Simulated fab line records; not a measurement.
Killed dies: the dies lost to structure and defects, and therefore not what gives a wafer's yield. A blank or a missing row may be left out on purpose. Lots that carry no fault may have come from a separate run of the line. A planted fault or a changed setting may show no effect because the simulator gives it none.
A lot that was struck, set against a sound lot ; flow sky130 ; 17 steps out of a route of 708
Sound: the wafers L131.1, L131.2, L131.5. Struck: wafers L129.1, L129.2, L129.5. The cause is given at the end.
Per side, at each step with rows, come the tool, then ch with its chambers, and then its first start. Under that, the readings that differ: sound wafers ; struck wafers ; difference of the means ; sigmas: that difference in standard deviations of wafers without a fault.
alike: readings with means less than 2 such deviations apart, plus words and numbers identical on both sides. not compared: withheld readings, readings lacking a value on some wafer, bounds such as >300 that could conceal the same value, and numbers that have no deviation in the record and whose values overlap.
The two part at a step that has a row with sigmas, a row that says differs or no value, or rows on one side only. When numbers do not overlap yet have no deviation, they are printed without sigmas and do not part them. A reading missing from all wafers of one side parts the sides only when that side holds two or more wafers.

SKY_METAL1_THK_MEAS_06: measures by xrf.
  struck on film metro-03, day 34 22:20; sound on film metro-03, day 35 16:34
  alike: METAL1_ALCU_THK
then, 8 steps without rows for these wafers: SKY_METAL1_DEHYDRATE_07 (time 60 s); SKY_METAL1_HMDS_08 (prime time 60 s); SKY_METAL1_COAT_09 (resist thk 60 nm); SKY_METAL1_COAT_10 (resist thk 450 nm); SKY_METAL1_SOFTBAKE_11 (time 90 s); SKY_METAL1_EXPOSE_12 (exposes mask MM1, target cd 140 nm); SKY_METAL1_PEB_13; SKY_METAL1_DEVELOP_14 (develop time 60 s).
SKY_METAL1_CD_MEAS_15 targets a cd of 140 nm.
  struck on cd sem-01, day 36 00:14; sound on cd sem-01, day 36 18:53
  alike: cd nm
SKY_METAL1_OVL_MEAS_16:
  struck on overlay-01, day 36 00:22; sound on overlay-01, day 36 19:01
  alike: METAL1_OVL
SKY_METAL1_DESCUM_17: chemistry O2, time 8 s.
  sound on rie metal-02 ch 0,1, day 36 19:02; struck on rie metal-01 ch 0,1, day 36 00:23
  alike: drypump motor current A, oes product au
  not compared: rf hours counter h
SKY_METAL1_ETCH_18: etches BARC in N2/H2, stops on SiO2, time 45.9 s, target depth 60 nm.
  sound on rie metal-02 ch 0,1, day 36 19:04; struck on rie metal-01 ch 0,1, day 36 00:26
  no value came back on the struck wafers for any of 5 readings (bias w (W), chamber pressure mTorr (mTorr) and others); on the sound wafers bias w (W) reads 100.16 99.71 99.85
reading;sound;struck;difference;sigmas
model.KrF-thick_of_METAL1_COAT_10.thk nm (nm);392 391.3 391.1;437.9 436.1 436.8;+45.5;
  not compared: rf hours counter h
SKY_METAL1_METAL_ETCH_19: etches the open film in Cl2/BCl3, stops on SiO2, target depth 360 nm, time 78 s.
  sound on rie metal-02 ch 0,1, day 36 19:08; struck on rie metal-01 ch 0,1, day 36 00:31
reading;sound;struck;difference;sigmas
oes product au (a.u.);0.854 0.854 0.848;0.374 0.383 0.367;-0.477;-87
model.KrF-thick_of_METAL1_COAT_10.thk nm (nm);159.4 157.3 155.7;207 207 205.9;+49;
  alike: bcl3 flow sccm, bias w, drypump motor current A, throttle valve pct
  not compared: rf hours counter h
SKY_METAL1_STRIP_20: strips in O2/N2.
  sound on plasma asher-04 ch 0,1, day 36 19:14; struck on plasma asher-02 ch 0,1, day 36 00:38
reading;sound;struck;difference;sigmas
oes product au (a.u.);0.345 0.330 0.340;0.365 0.372 0.371;+0.031;+6
strip time to endpoint s (s);2.70 2.68 2.66;3.20 3.23 3.22;+0.54;+15
  alike: drypump motor current A, o2 flow sccm
  not compared: rf hours counter h
then, 1 step without rows for these wafers: SKY_METAL1_STRIP_21 (strips in post etch residue remover, time 1200 s).
-- the record jumps here: 12 days lie between the struck wafers' starts before and after (it left off in module METAL1 and takes up again in module PAD_OPEN, whose first step shown is number 708 of the route) --
SKY_PAD_OPEN_PROBE_99:
  struck on prober-02, day 48 04:58; sound on prober-02, day 48 15:24
reading;sound;struck;difference;sigmas
hold;- - -;await dispo/1.4h/scrap await dispo/1.4h/scrap await dispo/1.4h/scrap;no value on the sound wafers;
defect limited yield (%);80.1 83.1 84.3;0 0 0;-82;-43
killed_at_M0_to_M3;47 53 44;457 454 452;+406;+62
killed dies;98 83 77;492 492 492;+406;+44
killed on rim;18 17 21;96 96 96;+77;+21
sort_bin_5_function (%);11.8 10.4 10.4;91.3 92.9 93.3;+81.6;+54
sort n pass;394 409 415;0 0 0;-406;-44
sort yield pct (%);80.1 83.1 84.3;0 0 0;-82;-43
  alike: killed_at_M4_up, killed at contacts, killed at front end, killed at other, killed open, killed short, sort_bin_3_pad_short, sort_bin_6_memory

WHERE THEY PART
Earliest at SKY_METAL1_ETCH_18; latest, in this record, at SKY_PAD_OPEN_PROBE_99.

WHY: what the simulator had put in
Beginning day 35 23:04, the whole step at SKY_METAL1_ETCH_18 was skipped on rie metal-01. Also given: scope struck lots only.
